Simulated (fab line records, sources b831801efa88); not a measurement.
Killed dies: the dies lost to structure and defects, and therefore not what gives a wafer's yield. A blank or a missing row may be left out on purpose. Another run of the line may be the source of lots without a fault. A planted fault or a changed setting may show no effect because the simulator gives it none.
One fault seen from 2 desks || flow sky130 || each desk holds nothing but its own numbers, with what lay behind them at the end

## FROM THE METROLOGY DESK
What the gauges read, lot by lot, whatever tool the lot ran on: means of the sampled wafers that have a number. Any lot whose mean is over 4 standard deviations away from the usual mean is out of limits and marked OUT; that distance is given in the brackets.
Columns: A = VT_ADJUST_PCH_TW at SKY_VT_ADJUST_PCH_TW_MEAS_10, usual 143.2; B = RES_XHIGH_TW at SKY_RES_XHIGH_TW_MEAS_09, usual 1649; C = RES_XHIGH_RS at SKY_SD_N_RS_MEAS_18, usual 333.3 ohm/sq
{"lot": "L252", "first seen here": "day 10 17:40", "A": 141.9, "B": 1653, "C": 331.9}
{"lot": "L254", "first seen here": "day 11 02:05", "A": 143.9, "B": 1651, "C": 331.9}
{"lot": "L256", "first seen here": "day 11 18:40", "A": 144.0, "B": 1637, "C": 334.4}
{"lot": "L257", "first seen here": "day 12 04:16", "A": 143.7, "B": 1639, "C": 333.5}
{"lot": "L259", "first seen here": "day 12 23:40", "A": 143.0, "B": 1650, "C": 334.2}
{"lot": "L262", "first seen here": "day 13 18:54", "A": 143.2, "B": 1664, "C": 333.6}
{"lot": "L264", "first seen here": "day 14 08:26", "A": 143.1, "B": "1695 (+4.8) OUT", "C": "310.3 (-19) OUT"}
{"lot": "L265", "first seen here": "day 14 16:31", "A": 143.3, "B": 1674, "C": "311.6 (-18) OUT"}
{"lot": "L266", "first seen here": "day 15 00:15", "A": 142.8, "B": "1698 (+5.2) OUT", "C": "309.5 (-20) OUT"}
{"lot": "L273", "first seen here": "day 17 03:06", "A": 143.3, "B": 1654, "C": 331.6}
{"lot": "L274", "first seen here": "day 17 11:12", "A": 143.7, "B": 1641, "C": 335.9}
This desk reports L264, L265, L266 out of limits; the earliest was L264 at day 31 02:54 (RES_XHIGH_TW at SKY_RES_XHIGH_TW_MEAS_09). L252, L254, L256, L257, L259, L262, L273, L274: within limits.

## THE TOOL OWNER'S DESK: implanter-02
SKY_RES_XHIGH_IMPLANT_07, tool's own readings: per-lot mean of the sampled wafers with a number, covering each lot this tool ran. Any lot whose mean is over 4 standard deviations away from the usual mean is out of limits and marked OUT; that distance is given in the brackets.
Columns: A = doseIonsCm2 at SKY_RES_XHIGH_IMPLANT_07, usual 3.6e+14; B = endStationPressureTorr at SKY_RES_XHIGH_IMPLANT_07, usual 5.25e-06 Torr
{"lot": "L254", "first seen here": "day 27 10:58", "A": 3.6e+14, "B": 5.00e-06}
{"lot": "L256", "first seen here": "day 28 06:43", "A": 3.6e+14, "B": 5.17e-06}
{"lot": "L257", "first seen here": "day 28 16:19", "A": 3.6e+14, "B": 5.41e-06}
{"lot": "L259", "first seen here": "day 29 10:46", "A": 3.6e+14, "B": 5.35e-06}
{"lot": "L262", "first seen here": "day 30 14:39", "A": 3.6e+14, "B": 5.09e-06}
{"lot": "L264", "first seen here": "day 31 02:39", "A": "3.9e+14 (+85) OUT", "B": 5.11e-06}
{"lot": "L265", "first seen here": "day 31 11:46", "A": "3.9e+14 (+84) OUT", "B": 5.30e-06}
{"lot": "L266", "first seen here": "day 31 18:26", "A": "3.9e+14 (+84) OUT", "B": 5.10e-06}
Finding of this desk: L264, L265, L266 out of limits; the first was L264 at day 31 02:39, on doseIonsCm2 at SKY_RES_XHIGH_IMPLANT_07. L254, L256, L257, L259, L262: within limits.

## TAKEN TOGETHER
At day 31 02:39, on L264, L265, L266, the tool owner's desk was in a position to raise an alarm.
L264, L265, L266 would have let the metrology desk raise an alarm at day 31 02:54.
All the named lots went through SKY_RES_XHIGH_IMPLANT_07 on implanter-02.

## WHAT THE SIMULATOR HAD INSERTED
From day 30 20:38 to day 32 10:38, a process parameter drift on implanter-02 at SKY_RES_XHIGH_IMPLANT_07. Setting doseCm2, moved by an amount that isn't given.
Struck lots among those shown: L264, L265, L266.
Hours from the fault's start to each desk's first reading out of limits: the tool owner's desk, 6; the metrology desk, 6.
